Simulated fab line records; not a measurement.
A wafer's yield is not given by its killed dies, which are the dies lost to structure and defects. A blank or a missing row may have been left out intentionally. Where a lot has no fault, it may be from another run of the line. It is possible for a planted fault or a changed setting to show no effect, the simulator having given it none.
Code-filled problem report in 8D (eight disciplines) form -- flow sky130 -- the parts of the form that need people (team, actions taken, sign-off) are left out

== 1. WHAT WENT WRONG ==
Across 6 wafers from 2 lots, NWELL_TW at SKY_NWELL_TW_MEAS_15 averages 1997, while fault-free wafers read 1827 with a standard deviation of 7. Relative to the usual mean, that is a shift of +24 standard deviations.
First observed at day 6 23:01: wafer L184.1, on filmMetro-02. Wafers with a number at this step in the record: 33, from 11 lots. The rule behind "out" and "out of limits": a value lying over 4 standard deviations away from the usual mean. Any other wafer with a number is counted as sound.

== 2. WHAT IT IS, WHAT IT ISN'T ==
question,is,is not
which readings at this step,NWELL_TW,-
which lots,"L184, L188","L175, L176, L177, L180, L181, L192, L194, L195, L197"
which wafers of those lots,all that have a number,-
read on which gauges,"filmMetro-01, filmMetro-02",filmMetro-03
when,from day 6 23:01,"up to then (15 sound wafers); but 12 sound wafers of L192, L194, L195, L197 came after"

== 3. WHAT RULES OUT EACH SUSPECT ==
Counting: any tool at a process step up to the reading is kept as a suspect provided that every lot that is out went through it and no sound lot did after the first of them.
- the gauge at SKY_NWELL_TW_MEAS_15 is ruled out. The wafers that are out were read on 2 gauges (filmMetro-01, filmMetro-02).
- implanter-03 at SKY_NWELL_IMPLANT_11: kept. It ran every lot that is out, first L184 (day 6 22:28), and no sound lot after that; its last sound lot up to then is L180 (day 6 01:49). Its own doseIonsCm2, faradayCurrentUA readings are out on those wafers.
After counting, what remains is implanter-03 at SKY_NWELL_IMPLANT_11.

== 4. THE CAUSE (what the simulator had put in) ==
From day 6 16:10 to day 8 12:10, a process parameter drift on implanter-03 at SKY_NWELL_IMPLANT_11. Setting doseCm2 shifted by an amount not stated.
The count eliminated every tool but this one.

== 5. THE EFFECT CHAIN, in route order ==
Rows list readings where the struck wafers' mean (over those with a number) sits beyond 3 standard deviations from the usual. Scope: only readings with a usual standard deviation given in the record; hours: median across lots of the time from each lot's start at the first step in this table that gives one to its start at this step; sigmas: change in usual standard deviations.
hours,step,reading,usual,on struck wafers,change,sigmas
0,SKY_NWELL_IMPLANT_11,doseIonsCm2,1.9001e+13,2.5205e+13,+6.2043e+12,+99 or more
0,SKY_NWELL_IMPLANT_11,faradayCurrentUA,107.0,143.6,+36.6,+17
1,SKY_NWELL_TW_MEAS_15,NWELL_TW,1827,1997,+170,+24
21,SKY_NWELL_RS_MEAS_29,NWELL_RS,624.9 ohm/sq,536.0,-88.9,-44
The process steps in it:
- SKY_NWELL_IMPLANT_11

== 6. WHAT WOULD HAVE CAUGHT IT SOONER ==
Counted from the fault's start at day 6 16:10, it took 7 hours until the first out-of-limits reading at a measuring or inspecting step in this record, taken at day 6 23:01.
The tool's own readings at SKY_NWELL_IMPLANT_11 were out on every struck wafer that the step has a row for (doseIonsCm2, faradayCurrentUA): an alarm limit on them would have fired on the first of those.
Among the 2 lots that are out, L188 began SKY_NWELL_IMPLANT_11 on implanter-03 after day 6 23:01. Holding the tool at that time would have saved it.
